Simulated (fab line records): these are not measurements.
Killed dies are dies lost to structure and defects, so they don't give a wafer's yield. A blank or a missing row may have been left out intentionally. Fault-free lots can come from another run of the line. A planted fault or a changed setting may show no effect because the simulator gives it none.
Which tool did it? | flow gf180mcu | 13 lots with 39 wafers sampled at 2 steps, on a route of 602 steps

WHAT EACH GAUGE READ, for each wafer
GF_V3_BOW_MEAS_05. Usual: V3_BOW gives 119 um (standard deviation 8.3).
lot  | measured     | on            | V3_BOW (um) | flag
L172 | day 21 12:38 | film metro-02 | 111 103 106 |
L174 | day 22 00:56 | film metro-02 | 119 121 125 |
L176 | day 22 20:10 | film metro-01 | 118 111 116 |
L178 | day 23 16:36 | film metro-02 | 126 127 137 |
L181 | day 25 03:30 | film metro-02 | 120 114 109 |
L187 | day 26 18:52 | film metro-04 | 108 105 99  |
L188 | day 27 05:41 | film metro-01 | 121 121 116 |
L189 | day 27 07:10 | film metro-02 | 125 130 130 |
L190 | day 27 12:14 | film metro-02 | 116 127 117 |
L191 | day 27 18:43 | film metro-01 | 122 124 115 |
L192 | day 28 00:13 | film metro-01 | 126 123 115 |
L194 | day 28 13:17 | film metro-02 | 118 106 120 |
L195 | day 28 23:20 | film metro-02 | 123 114 131 |

GF_V3_THK_MEAS_25: measures by xrf. Usual: V3_W_THK gives 362 nm (standard deviation 7.1).
lot  | measured     | on            | V3_W_THK (nm) | flag
L172 | day 22 13:49 | film metro-04 | 361 362 366   |
L174 | day 23 01:43 | film metro-04 | 360 357 360   |
L176 | day 23 19:42 | film metro-01 | 368 363 372   |
L178 | day 24 15:52 | film metro-04 | 373 360 372   |
L181 | day 26 01:40 | film metro-01 | 354 354 356   |
L187 | day 27 16:17 | film metro-04 | 363 357 364   |
L188 | day 28 03:14 | film metro-02 | 357 358 356   |
L189 | day 28 04:32 | film metro-02 | 359 360 365   |
L190 | day 28 09:06 | film metro-04 | 383 362 380   |
L191 | day 28 15:46 | film metro-02 | 353 365 363   |
L192 | day 28 21:01 | film metro-01 | 352 372 373   |
L194 | day 29 08:58 | film metro-02 | 354 367 356   |
L195 | day 29 19:44 | film metro-02 | 366 349 353   |

WHAT TOOL EACH LOT RAN ON (gives the tool, then ch and the chambers of the sampled wafers, and finally the start)
Record: no process step prior to these readings.

AS READ BY THE TOOLS THEMSELVES (means over the sampled wafers that have a number; for cases with no such wafer, the mark the record gives instead)
The record holds no such reading with a usual standard deviation.

THE ANSWER, worked out from the rows above alone
Rule: a lot counts as off when the mean over its wafers that have a number is more than 3 standard deviations away from the usual mean. A lot without any number at a reading at which 4 lots or more have one is off too. Where the step has rows for the other lots, those lots are counted as sound. After the gauges, taken in route order, come the tools' own readings; for these a lot's mean is taken, as printed above. At the first step where some lot is off, the reading lying furthest off is the one used; lots without a number count as furthest.
None of the lots is off at any reading shown; this tells nothing.

WHAT THE SIMULATOR PUT IN
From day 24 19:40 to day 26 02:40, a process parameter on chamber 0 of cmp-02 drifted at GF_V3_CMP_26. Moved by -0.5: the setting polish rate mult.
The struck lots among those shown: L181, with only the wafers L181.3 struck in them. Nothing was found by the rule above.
